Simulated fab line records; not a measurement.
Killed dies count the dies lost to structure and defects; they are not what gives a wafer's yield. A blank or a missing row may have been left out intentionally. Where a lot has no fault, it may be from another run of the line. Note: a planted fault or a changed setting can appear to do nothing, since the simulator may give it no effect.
fab line records    flow sky130
record: lots: 7  wafers: 20  last_day: 50
route steps=708 shown FIELD_ISO@6 PAD_OPEN@708
lots that met no fault: taken from a fault-free run of the same line
start_h: the number of hours between the record's first day and the start of the first shown wafer of the lot    wait_h: time in hours since the lot's previous step    " as in the row above    L1.1+2: several wafers, shown together as one row    - either no value or no given start    * or withheld: withheld    < > ~ a bound
route shown NAME@n: NAME is a module with steps in the file, n the number in the route of the first one    usual: mean/standard deviation of fault-free wafers    same: alike in all rows    chamber/n: place in a boat    sites: per-site readings    _std_site: standard deviation of those values    _edge_site: inner sites' mean taken away from outer sites' mean    radius_mm: how far each site lies from the wafer's centre    mask NAME#n: copy n    behind: the last tool/chamber to shape the wafer    hold: why the lot went on hold/how many hours it stayed there/how the hold came to an end    device: names the non-switching transistor (n, p or np)    end of line: the route-end tests of the same wafers    a step with no rows: only its recipe    killed: the dies lost at the first sort to structure and to defects; this is not the yield of the wafer    map: per-die view of a wafer (x killed, . not killed, _ where there is no die)
set.NAME: the setting that was run; set.NAME@STEP: the one run at that earlier step    model.NAME: the simulator's own value behind a step, which no gauge read
lots seen at some steps along the route; tables by step, rows by wafer
services: from which hour (start_h, from the record's first day; less than 0 if before it) a tool's chamber was out of use, for how many hours, and why
== steps ==
step: SKY_FIELD_ISO_DEHYDRATE_05
recipe: temp_c: 200  time_s: 60
step: SKY_FIELD_ISO_HMDS_06
recipe: prime_time_s: 60  prime_temp_c: 120
step: SKY_FIELD_ISO_COAT_07
recipe: resist: BARC  temp_c: withheld  time_s: withheld  spin_rpm: 3000  resist_thk_nm: 60
step: SKY_FIELD_ISO_COAT_08
recipe: resist: KrF-thick  spin_rpm: 3000  resist_thk_nm: 450
step: SKY_FIELD_ISO_SOFTBAKE_09
recipe: temp_c: 100  time_s: 90  resist: KrF-thick
step: SKY_FIELD_ISO_EXPOSE_10
recipe: mask_id: FOM  na: 0.68  source_shape: annular  sigma_inner: 0.4  sigma_outer: 0.8  target_cd_nm: 150  dose_mj: 28
step: SKY_FIELD_ISO_PEB_11
recipe: peb_temp_c: withheld  peb_time_s: withheld  resist: KrF-thick
step: SKY_FIELD_ISO_DEVELOP_12
recipe: develop_time_s: 60  resist: KrF-thick  dev_temp_c: 21
step: SKY_FIELD_ISO_CD_MEAS_13
recipe: target_cd_nm: 150
usual: cd_nm: 149.5/1.7
lot.wafer  tool       chamber  start_h  wait_h  cd_nm
L346.2     cd_sem-01  -        48.53    -       149.6
L346.3     "          -        "        "       149.6
L346.5     "          -        "        "       147.9
L347.2     cd_sem-02  -        51.96    -       148.1
L347.4     "          -        "        "       149.0
L347.5     "          -        "        "       147.4
L356.3     cd_sem-02  -        97.18    -       148.2
L356.4     "          -        "        "       146.9
L358.4     cd_sem-01  -        107.10   -       150.9
L358.5     "          -        "        "       150.6
L358.6     "          -        "        "       149.2
L359.1     cd_sem-01  -        112.94   -       147.6
L359.2     "          -        "        "       148.4
L359.6     "          -        "        "       146.4
L364.2     cd_sem-01  -        137.66   -       150.5
L364.5     "          -        "        "       149.8
L364.6     "          -        "        "       152.0
L366.3     cd_sem-02  -        148.23   -       146.1
L366.4     "          -        "        "       147.2
L366.5     "          -        "        "       145.7
step: SKY_FIELD_ISO_ETCH_14
recipe: chemistry: N2/H2  target: BARC  ion_energy_ev: 200  source_w: 500  bias_w: 100  pressure_mtorr: 30  n2_flow_sccm: 100  h2_flow_sccm: 200  stop_on: SiO2  time_s: 45.9  target_depth_a: 600
usual: bias_w: 100.0/0.3  drypump_motor_current_A: 5.8/0.54  oes_product_au: 0.854/0.0045  run_length_s: 74.2/0.39  throttle_valve_pct: 13.224/0.0096
lot.wafer  tool         chamber  start_h  wait_h  bias_w  drypump_motor_current_A  oes_product_au  rf_hours_counter_h  run_length_s  throttle_valve_pct
L346.2     rie_diel-02  3        48.63    0.1     100.2   5.6                      0.859           5                   74.4          13.242
L346.3     "            1        "        "       100.8   5.2                      0.850           24                  74.4          13.236
L346.5     "            0        "        "       100.0   6.3                      0.855           -                   74.1          13.226
L347.2     rie_diel-04  0        52.06    0.1     100.6   5.7                      0.855           47                  73.5          13.227
L347.4     "            2        "        "       100.1   6.3                      0.863           136                 74.1          13.224
L347.5     "            1        "        "       99.6    6.4                      0.865           -                   74.3          13.223
L356.3     rie_diel-04  0        97.26    0.1     99.6    5.7                      0.863           48                  73.6          13.210
L356.4     "            2        "        "       100.2   6.3                      0.858           136                 74.1          13.227
L358.4     rie_diel-03  2        107.16   0.0     100.1   6.4                      0.855           136                 73.8          13.220
L358.5     "            1        "        "       100.3   6.2                      0.860           -                   74.3          13.224
L358.6     "            2        "        "       99.9    6.4                      0.848           -                   74.2          13.226
L359.1     rie_diel-04  3        113.06   0.1     99.8    4.8                      0.851           96                  74.2          13.216
L359.2     "            2        "        "       99.9    6.3                      0.848           137                 74.2          13.225
L359.6     "            1        "        "       99.9    6.4                      0.855           -                   73.8          13.220
L364.2     rie_diel-04  1        137.76   0.1     99.7    6.3                      0.849           139                 74.5          13.237
L364.5     "            1        "        "       100.2   6.4                      0.851           -                   74.1          13.227
L364.6     "            0        "        "       99.9    5.7                      0.850           -                   73.4          13.234
L366.3     rie_diel-04  3        148.31   0.1     99.8    4.7                      0.855           96                  74.0          13.238
L366.4     "            0        "        "       100.0   5.7                      0.856           49                  73.9          13.210
L366.5     "            2        "        "       99.6    6.3                      0.849           -                   74.5          13.227
step: SKY_FIELD_ISO_ETCH_15
recipe: chemistry: CHF3/O2  target_depth_nm: 180  stop_on: Si  source_w: 600  bias_w: 200  pressure_mtorr: 40  chf3_flow_sccm: 50  O2_flow_sccm: 5  time_s: 72
usual: bias_w: 200.0/0.61  drypump_motor_current_A: 5.8/0.54  oes_product_au: 0.942/0.0066  run_length_s: 100.3/0.38  throttle_valve_pct: 8.843/0.0098
lot.wafer  tool         chamber  start_h  wait_h  bias_w  drypump_motor_current_A  oes_product_au  rf_hours_counter_h  run_length_s  throttle_valve_pct
L346.2     rie_diel-02  3        48.67    0.0     200.1   5.6                      0.939           5                   100.7         8.850
L346.3     "            1        "        "       200.5   5.2                      0.940           24                  100.0         8.837
L346.5     "            0        "        "       199.7   6.3                      0.942           -                   100.1         8.828
L347.2     rie_diel-04  0        52.10    0.0     199.3   5.7                      0.946           47                  99.6          8.838
L347.4     "            2        "        "       200.2   6.3                      0.948           136                 100.0         8.840
L347.5     "            1        "        "       200.5   6.3                      0.945           -                   99.8          8.826
L356.3     rie_diel-04  0        97.30    0.0     199.5   5.7                      0.949           48                  99.6          8.836
L356.4     "            2        "        "       200.6   6.3                      0.943           136                 100.4         8.827
L358.4     rie_diel-03  2        107.20   0.0     199.0   6.4                      0.929           136                 100.5         8.848
L358.5     "            1        "        "       200.3   6.1                      0.932           -                   100.7         8.851
L358.6     "            2        "        "       199.2   6.3                      0.933           -                   100.3         8.824
L359.1     rie_diel-04  3        113.10   0.0     199.3   4.7                      0.954           96                  100.5         8.844
L359.2     "            2        "        "       200.9   6.3                      0.948           137                 100.0         8.835
L359.6     "            1        "        "       198.6   6.4                      0.951           -                   99.8          8.865
L364.2     rie_diel-04  1        137.80   0.0     199.8   6.4                      0.941           139                 99.8          8.851
L364.5     "            1        "        "       200.1   6.3                      0.947           -                   99.8          8.850
L364.6     "            0        "        "       200.1   5.7                      0.941           -                   99.8          8.850
L366.3     rie_diel-04  3        148.35   0.0     200.0   4.7                      0.950           96                  100.2         8.840
L366.4     "            0        "        "       198.6   5.7                      0.948           49                  100.4         8.856
L366.5     "            2        "        "       199.9   6.3                      0.946           -                   100.0         8.838
step: SKY_FIELD_ISO_STRIP_16
recipe: chemistry: O2/N2  power_w: 1400  pressure_mtorr: 1500  platen_temp_c: withheld  o2_flow_sccm: 3000  n2_flow_sccm: 300  overash_fraction: 0.5
usual: drypump_motor_current_A: 5.2/0.48  oes_product_au: 0.377/0.0053  strip_time_to_endpoint_s: 3.53/0.032
lot.wafer  tool             chamber  start_h  wait_h  drypump_motor_current_A  oes_product_au  rf_hours_counter_h  strip_time_to_endpoint_s
L346.2     plasma_asher-02  1        48.73    0.0     4.9                      0.370           24                  3.55
L346.3     "                1        "        "       4.8                      0.379           -                   3.51
L346.5     "                0        "        "       4.8                      0.375           -                   3.51
L347.2     plasma_asher-02  0        52.16    0.0     4.8                      0.369           25                  3.51
L347.4     "                1        "        "       4.8                      0.383           -                   3.51
L347.5     "                0        "        "       4.8                      0.375           -                   3.54
L356.3     plasma_asher-02  0        97.39    0.1     4.8                      0.377           -                   3.49
L356.4     "                1        "        "       4.9                      0.368           -                   3.48
L358.4     plasma_asher-02  0        107.29   0.1     4.8                      0.386           -                   3.59
L358.5     "                1        "        "       4.8                      0.371           -                   3.52
L358.6     "                0        "        "       4.8                      0.376           -                   3.58
L359.1     plasma_asher-04  1        113.16   0.0     5.3                      0.371           44                  3.52
L359.2     "                0        "        "       5.4                      0.378           44                  3.46
L359.6     "                1        "        "       5.3                      0.375           -                   3.54
L364.2     plasma_asher-02  0        137.86   0.0     4.8                      0.372           32                  3.53
L364.5     "                1        "        "       4.8                      0.378           -                   3.53
L364.6     "                0        "        "       4.8                      0.379           -                   3.54
L366.3     plasma_asher-03  1        148.44   0.1     4.9                      0.374           -                   3.56
L366.4     "                0        "        "       6.1                      0.377           -                   3.52
L366.5     "                1        "        "       5.0                      0.384           -                   3.49
step: SKY_FIELD_ISO_ETCH_17
recipe: target_depth_a: 3420  mask_material: Si3N4  chemistry: HBr/Cl2/O2  target: Si  taper_deg: 5  icp_w: 600  bias_w: 150  pressure_mtorr: 15  HBr_flow_sccm: 150  Cl2_flow_sccm: 40  O2_flow_sccm: 6  time_s: 97.7
usual: bias_w: 150.0/0.49  drypump_motor_current_A: 5.7/0.32  he_backside_leak_sccm: 2.7/0.35  oes_product_au: 0.997/0.007  run_length_s: 125.9/0.52  throttle_valve_pct: 25.658/0.01
lot.wafer  tool       chamber  start_h  wait_h  bias_w  drypump_motor_current_A  he_backside_leak_sccm  oes_product_au  rf_hours_counter_h  run_length_s  throttle_valve_pct  model.FIELD_ISO.feature_depth_nm  model.etch.depth_nm
L346.2     rie_si-01  1        48.83    0.1     150.2   6.0                      3.0                    1.000           110                 126.5         25.664              342.8                             342.8
L346.3     "          0        "        "       150.4   5.3                      2.6                    0.993           3                   126.2         25.657              338.3                             338.3
L346.5     "          0        "        "       149.9   5.3                      2.6                    1.001           -                   126.2         25.652              339                               339
L347.2     rie_si-02  3        52.26    0.1     150.4   5.8                      2.7                    1.006           91                  125.2         25.648              348.1                             348.1
L347.4     "          0        "        "       150.2   6.1                      2.6                    1.003           78                  125.4         25.654              342.7                             342.7
L347.5     "          1        "        "       150.1   5.5                      2.3                    1.008           -                   126.8         25.641              343.8                             343.8
L356.3     rie_si-02  1        97.46    0.0     151.1   5.5                      2.3                    0.992           54                  126.3         25.672              337.5                             337.5
L356.4     "          3        "        "       -       5.7                      2.8                    0.999           91                  111.5         25.654              295                               295
L358.4     rie_si-02  1        107.36   0.0     -       5.6                      2.4                    0.988           54                  112.1         25.656              289.5                             289.5
L358.5     "          2        "        "       150.1   5.3                      2.5                    1.010           -                   126.1         25.654              341.1                             341.1
L358.6     "          3        "        "       150.8   5.8                      2.7                    1.004           -                   125.1         25.650              340.9                             340.9
L359.1     rie_si-02  1        113.26   0.1     151.0   5.5                      2.3                    0.995           54                  127.1         25.687              338.8                             338.8
L359.2     "          0        "        "       -       6.1                      2.4                    0.999           78                  111.5         25.661              289.6                             289.6
L359.6     "          0        "        "       149.6   6.1                      2.5                    0.998           -                   125.2         25.658              337.8                             337.8
L364.2     rie_si-01  0        137.96   0.1     149.6   5.3                      2.5                    0.983           4                   126.6         25.655              335                               335
L364.5     "          3        "        "       150.2   5.5                      2.7                    0.987           -                   125.1         25.675              336.2                             336.2
L364.6     "          2        "        "       150.8   6.2                      2.7                    0.999           -                   125.9         25.658              343.2                             343.2
L366.3     rie_si-01  0        148.51   0.0     150.5   5.3                      2.4                    0.984           4                   126.5         25.663              337.4                             337.4
L366.4     "          3        "        "       149.9   5.5                      2.9                    0.996           15                  125.0         25.658              337.1                             337.1
L366.5     "          3        "        "       150.0   5.5                      2.9                    0.994           -                   125.1         25.661              338                               338
step: SKY_FIELD_ISO_WET_ETCH_18
recipe: chemistry: H3PO4  target_depth_nm: 25  temp_c: 160  target: Si3N4  time_s: 286
step: SKY_PAD_OPEN_PROBE_99
usual: killed_at_M0_to_M3: 43/7.5  killed_at_M4_up: 3.3/1.9  killed_at_contacts: 24/4.6  killed_at_front_end: 16/4.9  killed_at_other: 0.2/0.46  killed_dies: 87/9.1  killed_open: 47/7.4  killed_short: 39/6.6
same: gross_dies: 492  killed_at_back_side: 0
lot.wafer  tool       chamber  start_h  wait_h  killed_at_M0_to_M3  killed_at_M4_up  killed_at_contacts  killed_at_front_end  killed_at_other  killed_dies  killed_open  killed_short  model.etest.res_p_drift_20v.line_ohm_um  model.etest.res_p_drift_20v.rs_ohm_sq  model.etest.pfet_16v.r_on_ohm_um  model.etest.res_iso_pwell.rs_ohm_sq  model.etest.res_iso_pwell.line_ohm_um  model.etest.res_nwell.line_ohm_um  model.etest.res_nwell.rs_ohm_sq  model.etest.pfet_16v.drive_ua_um
L346.2     prober-02  -        1103.85  0.1     56                  3                23                  6                    0                88           41           47            1.081e+04                                9036                                   1.527e+04                         3123                                 1167                                   1159                               968.8                            243.6
L346.3     prober-02  -        1103.90  0.2     47                  5                25                  5                    1                83           49           34            1.034e+04                                8848                                   1.498e+04                         2986                                 1118                                   1123                               943.8                            244.1
L346.5     prober-02  -        1104.00  0.2     57                  3                25                  17                   1                103          68           35            1.062e+04                                8894                                   1.523e+04                         3042                                 1139                                   1121                               953.5                            244.5
L347.2     prober-01  -        1103.85  0.1     40                  4                25                  11                   0                80           51           28            1.182e+04                                9759                                   1.521e+04                         2872                                 1088                                   1148                               934.2                            243.3
L347.4     prober-01  -        1103.95  0.2     41                  4                19                  16                   0                80           51           26            1.151e+04                                9554                                   1.498e+04                         2830                                 1069                                   1138                               931.6                            249.1
L347.5     prober-01  -        1104.00  0.2     38                  7                20                  16                   0                81           43           38            1.159e+04                                9517                                   1.488e+04                         2806                                 1069                                   1111                               931.8                            249.1
L356.3     prober-01  -        1151.97  0.2     42                  2                25                  13                   1                83           49           33            1.053e+04                                8782                                   1.524e+04                         3011                                 1133                                   1184                               992.6                            241
L356.4     prober-01  -        1152.02  0.2     41                  1                26                  18                   1                87           43           43            9030                                     7492                                   1.408e+04                         2376                                 888.6                                  1040                               868.3                            253.3
L358.4     prober-01  -        1158.46  0.2     51                  1                23                  15                   0                90           51           37            8790                                     7360                                   1.332e+04                         2250                                 846.4                                  934.7                              771.5                            271.3
L358.5     prober-01  -        1158.51  0.2     52                  4                26                  15                   0                97           57           39            1.116e+04                                9244                                   1.473e+04                         3051                                 1152                                   1047                               876.3                            257.6
L358.6     prober-01  -        1158.56  0.2     48                  3                21                  18                   0                90           37           51            1.099e+04                                9113                                   1.464e+04                         2959                                 1107                                   1040                               864.4                            257.4
L359.1     prober-02  -        1164.66  0.1     30                  0                32                  20                   0                82           45           37            1.276e+04                                1.077e+04                              1.509e+04                         2969                                 1119                                   1092                               933.9                            247.7
L359.2     prober-02  -        1164.71  0.1     41                  5                25                  13                   0                84           41           42            9646                                     8130                                   1.381e+04                         2289                                 866.9                                  975.6                              815.3                            259.8
L359.6     prober-02  -        1164.91  0.2     58                  3                27                  15                   0                103          60           43            1.243e+04                                1.073e+04                              1.52e+04                          2956                                 1115                                   1109                               931                              244.5
L364.2     prober-02  -        1182.28  0.1     48                  6                24                  5                    0                83           46           37            1.104e+04                                9163                                   1.492e+04                         3075                                 1148                                   1194                               989.9                            247.3
L364.5     prober-02  -        1182.43  0.2     30                  4                24                  20                   0                78           47           31            1.096e+04                                9258                                   1.504e+04                         3111                                 1156                                   1190                               992.5                            245.8
L364.6     prober-02  -        1182.48  0.2     34                  2                25                  13                   0                74           46           28            1.153e+04                                9555                                   1.537e+04                         3232                                 1233                                   1198                               1007                             244.5
L366.3     prober-01  -        1190.40  0.2     29                  2                25                  15                   0                71           32           39            1.155e+04                                9416                                   1.52e+04                          2894                                 1093                                   1158                               974.4                            239.5
L366.4     prober-01  -        1190.45  0.2     36                  1                33                  15                   0                85           47           38            1.152e+04                                9581                                   1.512e+04                         2907                                 1090                                   1180                               978.5                            243.7
L366.5     prober-01  -        1190.50  0.2     37                  7                28                  13                   0                85           40           44            1.151e+04                                9650                                   1.53e+04                          2944                                 1100                                   1173                               968.1                            241.3
killed by level:class
L346.2 VIA1:geometric_particle:open=12 VIA2:geometric_particle:open=10 VIA1:geometric_particle:short=8 METAL1:geometric_particle:short=7 CONTACT:geometric_particle:short=6 LI_CONTACT:geometric_particle:open=5 CONTACT:geometric_particle:open=5 METAL2:geometric_particle:short=5
L347.2 CONTACT:geometric_particle:open=11 VIA1:geometric_particle:open=9 VIA3:geometric_particle:open=8 VIA2:geometric_particle:open=7 CONTACT:geometric_particle:short=6 LI_CONTACT:geometric_particle:open=5 METAL1:geometric_particle:short=5 POLY_GATE:geometric_particle:open=4
L346.3 VIA1:geometric_particle:open=15 CONTACT:geometric_particle:open=9 VIA1:geometric_particle:short=6 LI_CONTACT:geometric_particle:open=5 METAL1:geometric_particle:short=5 VIA2:geometric_particle:open=5 CONTACT:geometric_particle:short=4 LI_CONTACT:geometric_particle:short=3
L347.4 VIA1:geometric_particle:open=14 CONTACT:geometric_particle:open=12 VIA2:geometric_particle:open=5 METAL2:geometric_particle:short=4 VIA2:geometric_particle:short=4 VIA3:geometric_particle:open=4 FIELD_ISO:geometric_particle:open=3 POLY_GATE:geometric_particle:open=3
L346.5 VIA1:geometric_particle:open=17 VIA2:geometric_particle:open=14 CONTACT:geometric_particle:open=11 VIA3:geometric_particle:open=8 METAL1:geometric_particle:short=5 POLY_GATE:geometric_particle:short=4 LI_CONTACT:geometric_particle:open=4 LOCAL_INTERCONNECT:geometric_particle:short=4
L347.5 CONTACT:geometric_particle:open=10 METAL2:geometric_particle:short=10 VIA3:geometric_particle:open=9 FIELD_ISO:geometric_particle:open=5 LI_CONTACT:geometric_particle:open=5 VIA1:geometric_particle:open=5 POLY_GATE:geometric_particle:open=4 VIA3:geometric_particle:short=4
L356.3 VIA1:geometric_particle:open=19 CONTACT:geometric_particle:open=11 FIELD_ISO:geometric_particle:short=4 LI_CONTACT:geometric_particle:short=4 LI_CONTACT:geometric_particle:open=4 VIA1:geometric_particle:short=4 POLY_GATE:geometric_particle:open=3 POLY_GATE:geometric_particle:short=3
L356.4 VIA1:geometric_particle:open=19 CONTACT:geometric_particle:short=8 FIELD_ISO:geometric_particle:short=7 LI_CONTACT:geometric_particle:open=6 FIELD_ISO:geometric_particle:open=5 CONTACT:geometric_particle:open=5 METAL1:geometric_particle:short=5 POLY_GATE:geometric_particle:short=4
L358.4 VIA1:geometric_particle:open=14 LI_CONTACT:geometric_particle:open=9 CONTACT:geometric_particle:open=8 VIA2:geometric_particle:open=7 VIA1:geometric_particle:short=6 METAL1:geometric_particle:short=6 VIA3:geometric_particle:open=5 METAL2:geometric_particle:short=5
L358.5 VIA1:geometric_particle:open=14 LI_CONTACT:geometric_particle:open=9 VIA2:geometric_particle:short=8 CONTACT:geometric_particle:short=6 CONTACT:geometric_particle:open=6 VIA1:geometric_particle:short=5 VIA3:geometric_particle:open=5 FIELD_ISO:geometric_particle:open=4
L358.6 VIA3:geometric_particle:open=9 FIELD_ISO:geometric_particle:short=8 CONTACT:geometric_particle:short=8 VIA1:geometric_particle:open=7 VIA1:geometric_particle:short=6 VIA2:geometric_particle:open=6 METAL1:geometric_particle:short=5 LI_CONTACT:geometric_particle:open=4
L359.1 LI_CONTACT:geometric_particle:open=10 CONTACT:geometric_particle:open=9 VIA1:geometric_particle:open=7 METAL2:geometric_particle:short=7 CONTACT:geometric_particle:short=6 METAL1:geometric_particle:short=5 FIELD_ISO:geometric_particle:open=4 FIELD_ISO:geometric_particle:short=4
L359.2 LI_CONTACT:geometric_particle:open=9 CONTACT:geometric_particle:open=8 METAL1:geometric_particle:short=7 CONTACT:geometric_particle:short=6 VIA1:geometric_particle:open=6 VIA2:geometric_particle:open=6 METAL2:geometric_particle:short=5 METAL3:geometric_particle:short=5
L359.6 CONTACT:geometric_particle:open=11 VIA1:geometric_particle:open=10 VIA3:geometric_particle:open=9 LI_CONTACT:geometric_particle:open=8 VIA1:geometric_particle:short=8 CONTACT:geometric_particle:short=6 POLY_GATE:geometric_particle:short=6 VIA2:geometric_particle:open=6
L364.2 VIA1:geometric_particle:open=11 VIA2:geometric_particle:open=9 CONTACT:geometric_particle:open=8 VIA3:geometric_particle:open=8 LI_CONTACT:geometric_particle:open=7 METAL1:geometric_particle:short=6 VIA2:geometric_particle:short=5 METAL2:geometric_particle:short=4
L364.5 VIA1:geometric_particle:open=8 CONTACT:geometric_particle:short=6 CONTACT:geometric_particle:open=6 POLY_GATE:geometric_particle:open=5 LI_CONTACT:geometric_particle:open=5 LOCAL_INTERCONNECT:geometric_particle:short=5 VIA3:geometric_particle:open=5 FIELD_ISO:geometric_particle:short=4
L364.6 VIA1:geometric_particle:open=10 LI_CONTACT:geometric_particle:open=9 VIA3:geometric_particle:open=8 CONTACT:geometric_particle:open=7 FIELD_ISO:geometric_particle:short=4 VIA1:geometric_particle:short=4 FIELD_ISO:geometric_particle:open=3 LOCAL_INTERCONNECT:geometric_particle:short=3
L366.3 CONTACT:geometric_particle:open=11 FIELD_ISO:geometric_particle:short=7 VIA1:geometric_particle:open=6 LI_CONTACT:geometric_particle:open=5 CONTACT:geometric_particle:short=5 VIA1:geometric_particle:short=4 LOCAL_INTERCONNECT:geometric_particle:short=4 METAL1:geometric_particle:short=4
L366.4 CONTACT:geometric_particle:open=11 VIA1:geometric_particle:open=11 FIELD_ISO:geometric_particle:open=7 LI_CONTACT:geometric_particle:open=7 LOCAL_INTERCONNECT:geometric_particle:short=5 CONTACT:geometric_particle:short=5 VIA2:geometric_particle:short=5 VIA1:geometric_particle:short=4
L366.5 CONTACT:geometric_particle:open=9 METAL1:geometric_particle:short=7 VIA1:geometric_particle:open=6 METAL4:geometric_particle:short=6 LI_CONTACT:geometric_particle:open=5 LOCAL_INTERCONNECT:geometric_particle:short=5 CONTACT:geometric_particle:short=5 VIA3:geometric_particle:open=5
== services ==
tool             chamber  start_h  hours  kind
rie_diel-03      2        29.19    6.7    repair
rie_diel-04      2        29.19    5.4    repair
rie_diel-02      -        67.98    0.9    repair
rie_si-01        -        74.69    2.8    pm
rie_si-01        -        78.05    14.6   pm
plasma_asher-04  -        85.72    2.8    pm
rie_si-01        3        106.25   12.2   repair
rie_diel-04      -        106.31   4.8    repair
plasma_asher-03  -        108.75   9.0    pm
plasma_asher-03  0        108.75   9.0    vent_cycle
plasma_asher-03  1        108.75   9.0    vent_cycle
plasma_asher-02  -        109.82   14.6   pm
rie_diel-02      -        114.44   0.6    repair
rie_si-02        -        114.53   1.7    repair
plasma_asher-03  0        117.75   -      clean
plasma_asher-03  1        117.75   -      clean
rie_diel-02      2        119.70   5.0    repair
plasma_asher-04  -        120.33   2.6    repair
rie_diel-04      1        120.44   9.2    repair
rie_diel-02      2        135.84   14.7   repair
plasma_asher-04  -        138.46   0.5    repair
== key ==
first_sign: step: SKY_FIELD_ISO_ETCH_17  reading: run_length_s  direction: down  sigmas: 27  usual: *  struck: *
effect none on later readings
model_effect: step: SKY_FIELD_ISO_ETCH_17  value: FIELD_ISO.feature_depth_nm  without: 340.1  struck: 291.4
model_effect: step: SKY_PAD_OPEN_PROBE_99  value: etest.res_p_drift_20v.line_ohm_um  without: 1.15e+04  struck: 9155
met_at SKY_FIELD_ISO_ETCH_17
struck_wafers L356.4,L358.4,L359.2
tester_left_out L356,L358,L359
onset_between 52.26 97.46
fault: kind: process_parameter_drift  tool: rie_si-02  chamber: -  onset_h: 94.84  steps: SKY_FIELD_ISO_ETCH_17  channel: time_s  offset: *  shape: step  end_h: 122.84  scope: struck_wafers_only  acts_in: *  stated: *
tester_left_out: of these lots the tester's yield and bins aren't shown, on N5 and GAA mostly nor the transistor test; their killed dies are dies lost to structure and defects alone, not to doping, threshold or leakage, so they don't give the yield
